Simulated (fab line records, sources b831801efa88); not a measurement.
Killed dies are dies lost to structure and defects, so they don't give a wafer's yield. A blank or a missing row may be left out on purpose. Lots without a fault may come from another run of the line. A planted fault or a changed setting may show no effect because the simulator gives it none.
Tool commonality check | flow gf180mcu | 13 lots, 39 wafers sampled

WHY IT WAS OPENED
At GF_V1_CD_MEAS_14 the reading cd_nm is flagged on 2 of 13 lots. Wafers without a fault read 259.9 nm, standard deviation 1.3.
Rule: a lot is flagged when every wafer of it that has a number lies more than 4 standard deviations from that mean, or none has a number. The other lots count as sound.

lot  | measured     | on        | cd_nm (nm), wafer by wafer | flag
L407 | day 18 04:29 | cd_sem-02 | 261.1 261.6 261.0          |
L408 | day 18 09:01 | cd_sem-01 | 260.4 260.1 259.8          |
L410 | day 19 07:08 | cd_sem-02 | 259.8 260.2 260.5          |
L411 | day 19 08:16 | cd_sem-01 | 258.8 258.9 258.7          |
L413 | day 20 07:28 | cd_sem-01 | 259.7 260.7 260.6          |
L414 | day 20 13:34 | cd_sem-02 | 259.2 258.8 260.3          |
L415 | day 21 04:23 | cd_sem-01 | 258.7 257.7 257.9          |
L418 | day 22 11:55 | cd_sem-02 | 260.9 259.6 261.2          |
L422 | day 23 12:59 | cd_sem-01 | 218.6 218.3 218.7          | FLAGGED
L423 | day 24 02:25 | cd_sem-01 | 228.1 227.1 227.1          | FLAGGED
L427 | day 25 04:16 | cd_sem-02 | 260.6 261.3 259.9          |
L428 | day 25 09:56 | cd_sem-01 | 259.7 259.2 260.3          |
L430 | day 25 22:17 | cd_sem-01 | 259.2 259.0 260.7          |
The numbers of the flagged lots are 223.0 nm on average: -36.9 nm against the usual, or -28 standard deviations.

WHICH TOOL RAN EACH LOT
The record holds 3 process steps before the reading, out of a route of 602 steps. In each cell: the tool, then ch and the chambers that the sampled wafers went through, then the start.
lot  | flag    | GF_M1_SPUTTER_00             | GF_M1_SPUTTER_01             | GF_V1_EXPOSE_11
L407 |         | pvd_sputter-04, day 16 04:15 | pvd_sputter-04, day 16 04:21 | krf_scanner-01 ch 0, day 17 16:43
L408 |         | pvd_sputter-04, day 16 08:42 | pvd_sputter-04, day 16 08:48 | krf_scanner-01 ch 0, day 17 21:38
L410 |         | pvd_sputter-02, day 17 06:47 | pvd_sputter-02, day 17 06:53 | krf_scanner-01 ch 0, day 18 19:31
L411 |         | pvd_sputter-01, day 17 07:44 | pvd_sputter-01, day 17 07:50 | krf_scanner-02 ch 0, day 18 20:44
L413 |         | pvd_sputter-02, day 18 07:11 | pvd_sputter-02, day 18 07:17 | krf_scanner-01 ch 0, day 19 19:59
L414 |         | pvd_sputter-02, day 18 13:13 | pvd_sputter-02, day 18 13:19 | krf_scanner-02 ch 0, day 20 02:40
L415 |         | pvd_sputter-02, day 19 03:13 | pvd_sputter-02, day 19 03:19 | krf_scanner-02 ch 0, day 20 16:11
L418 |         | pvd_sputter-01, day 20 11:57 | pvd_sputter-01, day 20 12:03 | krf_scanner-01 ch 0, day 22 01:04
L422 | FLAGGED | pvd_sputter-02, day 21 13:32 | pvd_sputter-02, day 21 13:38 | krf_scanner-01 ch 0, day 23 01:52
L423 | FLAGGED | pvd_sputter-02, day 22 03:14 | pvd_sputter-02, day 22 03:20 | krf_scanner-01 ch 0, day 23 15:17
L427 |         | pvd_sputter-04, day 23 05:36 | pvd_sputter-04, day 23 05:42 | krf_scanner-02 ch 0, day 24 17:14
L428 |         | pvd_sputter-04, day 23 12:58 | pvd_sputter-04, day 23 13:04 | krf_scanner-02 ch 0, day 24 23:22
L430 |         | pvd_sputter-02, day 24 00:27 | pvd_sputter-02, day 24 00:33 | krf_scanner-02 ch 0, day 25 12:07
What these steps do:
- GF_M1_SPUTTER_00: material Ti, target thk 37.5 nm, time 150 s.
- GF_M1_SPUTTER_01: material TiN, target thk 30 nm, time 25 s.
- GF_V1_EXPOSE_11: exposes mask Via1, target cd 260 nm.
- GF_V1_CD_MEAS_14: target cd 260 nm.

FLAGGED OVER TOTAL, TOOL BY TOOL (the gauges that took the reading come last)
step             | tool           | lots run | flagged | share of the flagged lots | sound lots run after its first flagged lot
GF_M1_SPUTTER_00 | pvd_sputter-01 | 2        | 0       | none                      | -
GF_M1_SPUTTER_00 | pvd_sputter-02 | 7        | 2       | all                       | 1 (L430)
GF_M1_SPUTTER_00 | pvd_sputter-04 | 4        | 0       | none                      | -
GF_M1_SPUTTER_01 | pvd_sputter-01 | 2        | 0       | none                      | -
GF_M1_SPUTTER_01 | pvd_sputter-02 | 7        | 2       | all                       | 1 (L430)
GF_M1_SPUTTER_01 | pvd_sputter-04 | 4        | 0       | none                      | -
GF_V1_EXPOSE_11  | krf_scanner-01 | 7        | 2       | all                       | 0
GF_V1_EXPOSE_11  | krf_scanner-02 | 6        | 0       | none                      | -
GF_V1_CD_MEAS_14 | cd_sem-01      | 8        | 2       | all                       | 2 (L428,L430)
GF_V1_CD_MEAS_14 | cd_sem-02      | 5        | 0       | none                      | -

WHAT THE TABLE ALLOWS
4 rows of the table ran every flagged lot: pvd_sputter-02 at GF_M1_SPUTTER_00, pvd_sputter-02 at GF_M1_SPUTTER_01, krf_scanner-01 at GF_V1_EXPOSE_11, cd_sem-01 at GF_V1_CD_MEAS_14.
- pvd_sputter-02 at GF_M1_SPUTTER_00: 2 of its 7 lots flagged. Sound lots ran on it after the first flagged one (L430), which a lasting fault on the whole tool wouldn't allow.
- pvd_sputter-02 at GF_M1_SPUTTER_01: 2 of its 7 lots flagged. Sound lots ran on it after the first flagged one (L430), which a lasting fault on the whole tool wouldn't allow.
- krf_scanner-01 at GF_V1_EXPOSE_11: 2 of its 7 lots flagged. Its last sound lot is L418 (day 22 01:04), its first flagged lot L422 (day 23 01:52): a fault that began between those two fits. Its own readings lie more than 4 standard deviations out on every wafer of the flagged lots: exposure_dose_mJ_cm2.
- cd_sem-01 at GF_V1_CD_MEAS_14: 2 of its 8 lots flagged. Sound lots ran on it after the first flagged one (L428, L430), which a lasting fault on the whole tool wouldn't allow.
One tool is left: krf_scanner-01 at GF_V1_EXPOSE_11.

WHAT THE SIMULATOR HAD PUT IN
Process parameter drift: krf_scanner-01, from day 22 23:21 on, at GF_V1_EXPOSE_11. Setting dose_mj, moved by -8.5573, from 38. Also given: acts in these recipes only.
Lots struck among those shown: L422, L423. The rule above found the same.
